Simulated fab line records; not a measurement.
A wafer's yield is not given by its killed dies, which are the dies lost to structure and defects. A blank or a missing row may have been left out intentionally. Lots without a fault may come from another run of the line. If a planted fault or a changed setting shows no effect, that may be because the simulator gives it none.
The same fault as seen by 2 desks	flow gf180mcu	each desk has only its own numbers; what lay behind them comes last

THE TOOL OWNER'S DESK: rieDiel-02
The tool's own readings at GF_V1_ETCH_16 (etches BARC in N2/H2): means of the sampled wafers that have a number, for each lot that ran on this tool. Marked OUT: a lot whose mean sits more than 4 standard deviations from the usual mean, which makes it out of limits; the brackets give that distance.
Columns: A = biasW at GF_V1_ETCH_16, usual 99.97 W; B = chamberPressureMTorr at GF_V1_ETCH_16, usual 30.00 mTorr; C = drypumpMotorCurrentA at GF_V1_ETCH_16, usual 5.9 A; D = oesProductAu at GF_V1_ETCH_16, usual 0.855 a.u.; E = rfFwdPowerW at GF_V1_ETCH_16, usual 495.2 W; F = throttleValvePct at GF_V1_ETCH_16, usual 13.225 %
lot	first seen here	A	B	C	D	E	F
L734	day 18 10:07	99.98	29.99	5.9	0.850	492.6	13.228
L738	day 20 01:35	99.79	29.99	5.8	0.856	495.0	13.221
L741	day 21 10:13	99.94	29.98	6.1	0.855	493.4	13.223
L742	day 21 18:37	100.07	30.01	5.8	0.858	492.6	13.222
L743	day 21 22:22	100.03	30.01	6.1	0.858	494.0	13.234
L745	day 22 17:21	99.78	29.96	5.7	0.854	495.4	13.227
L752	day 24 13:26	99.93	29.98	5.9	0.856	495.3	13.228
Result from this desk: across the 7 lots, nothing is out of limits.

FROM THE METROLOGY DESK
Means of the sampled wafers that have a number, per lot and without regard to the tool the lot ran on: this is what the gauges read. Marked OUT: a lot whose mean sits more than 4 standard deviations from the usual mean, which makes it out of limits; the brackets give that distance.
Columns: A = V1_CVD_00_THK at GF_V1_THK_MEAS_01, usual 602 nm; B = V1_CVD_02_THK at GF_V1_THK_MEAS_03, usual 849 nm
lot	first seen here	A	B
L734	day 17 10:50	609	855
L735	day 17 13:52	600	852
L736	day 17 23:17	611	843
L737	day 17 23:40	601	844
L738	day 19 01:17	608	847
L740	day 19 17:23	609	846
L741	day 20 09:28	601	845
L742	day 20 17:30	596	848
L743	day 20 22:10	596	843
L745	day 21 17:23	599	855
L748	day 22 20:08	603	845
L750	day 23 02:19	613	844
L751	day 23 10:02	613	855
L752	day 23 14:05	597	859
L755	day 24 14:37	607	845
Result from this desk: across the 15 lots, nothing is out of limits.

TAKEN TOGETHER
The desk of the tool owner found nothing out of limits.
The metrology desk saw nothing out of limits.

WHAT THE SIMULATOR HAD INSERTED
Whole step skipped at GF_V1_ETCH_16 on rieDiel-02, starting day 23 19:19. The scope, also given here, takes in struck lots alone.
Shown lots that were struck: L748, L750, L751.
